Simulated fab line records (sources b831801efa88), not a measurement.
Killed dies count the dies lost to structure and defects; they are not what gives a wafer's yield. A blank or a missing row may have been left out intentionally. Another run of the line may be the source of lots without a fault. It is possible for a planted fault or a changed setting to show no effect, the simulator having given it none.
One fault through the eyes of 2 desks ; flow sky130 ; what lay behind the numbers comes last; until then each desk has only its own

== FROM THE METROLOGY DESK ==
Means of the sampled wafers that have a number, per lot and without regard to the tool the lot ran on: this is what the gauges read. Marked OUT: a lot whose mean sits more than 4 standard deviations from the usual mean, which makes it out of limits; the brackets give that distance.
Columns: A = cdNm at SKY_VT_ADJUST_HVTR_CD_MEAS_07, usual 380.2 nm; B = VT_ADJUST_HVTR_TW at SKY_VT_ADJUST_HVTR_TW_MEAS_11, usual 209.8; C = cdNm at SKY_SONOS_ONO_CD_MEAS_13, usual 410.5 nm
lot;first seen here;A;B;C
L748;day 9 10:14;381.1;209.4;407.2
L751;day 10 10:59;376.2;211.3;407.9
L752;day 10 15:49;382.4;208.6;407.0
L753;day 10 22:58;380.1;208.5;411.8
L754;day 11 09:19;380.3;209.3;410.1
L755;day 11 16:23;380.7;209.4;408.3
L759;day 12 21:28;384.3;209.8;410.7
L764;day 14 14:28;380.1;155.7 (-36) OUT;412.2
L765;day 14 21:58;377.3;208.6;408.8
L766;day 14 23:17;376.1;158.7 (-34) OUT;411.2
L768;day 15 16:52;385.9;208.8;411.4
L770;day 16 19:59;377.0;211.5;411.7
L771;day 16 21:44;382.0;212.0;409.9
Finding of this desk: L764, L766 out of limits, first seen on L764 at day 14 14:50 (VT_ADJUST_HVTR_TW at SKY_VT_ADJUST_HVTR_TW_MEAS_11). Within limits: L748, L751, L752, L753, L754, L755, L759, L765, L768, L770, L771.

== TOOL OWNER'S DESK, implanter-03 ==
The tool's own readings at SKY_VT_ADJUST_HVTR_IMPLANT_09, given as means over the sampled wafers that have a number, one for each lot that went through this tool. Marked OUT: a lot whose mean sits more than 4 standard deviations from the usual mean, which makes it out of limits; the brackets give that distance.
Columns: A = doseIonsCm2 at SKY_VT_ADJUST_HVTR_IMPLANT_09, usual 2.1002e+12; B = faradayCurrentUA at SKY_VT_ADJUST_HVTR_IMPLANT_09, usual 11.86
lot;first seen here;A;B
L753;day 10 23:08;2.0992e+12;11.80
L759;day 12 21:38;2.1028e+12;12.05
L764;day 14 14:38;7.3887e+11 (-99 or more) OUT;4.15 (-32) OUT
L766;day 14 23:26;7.3740e+11 (-99 or more) OUT;4.20 (-32) OUT
Finding of this desk: L764, L766 out of limits; the first was L764 at day 14 14:38, on doseIonsCm2 at SKY_VT_ADJUST_HVTR_IMPLANT_09. Within limits: L753, L759.

== TAKEN TOGETHER ==
The tool owner's desk had the chance to raise an alarm at day 14 14:38 on L764, L766.
L764, L766 would have let the metrology desk raise an alarm at day 14 14:50.
All the named lots went through SKY_VT_ADJUST_HVTR_IMPLANT_09 on implanter-03.

== WHAT WAS PUT IN BY THE SIMULATOR ==
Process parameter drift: implanter-03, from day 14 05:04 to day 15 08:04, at SKY_VT_ADJUST_HVTR_IMPLANT_09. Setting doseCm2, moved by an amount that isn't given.
Lots struck among those shown: L764, L766.
Delay (hours) between the fault's onset and each desk's first out-of-limits reading: 10 at the tool owner's desk, 10 at the metrology desk.
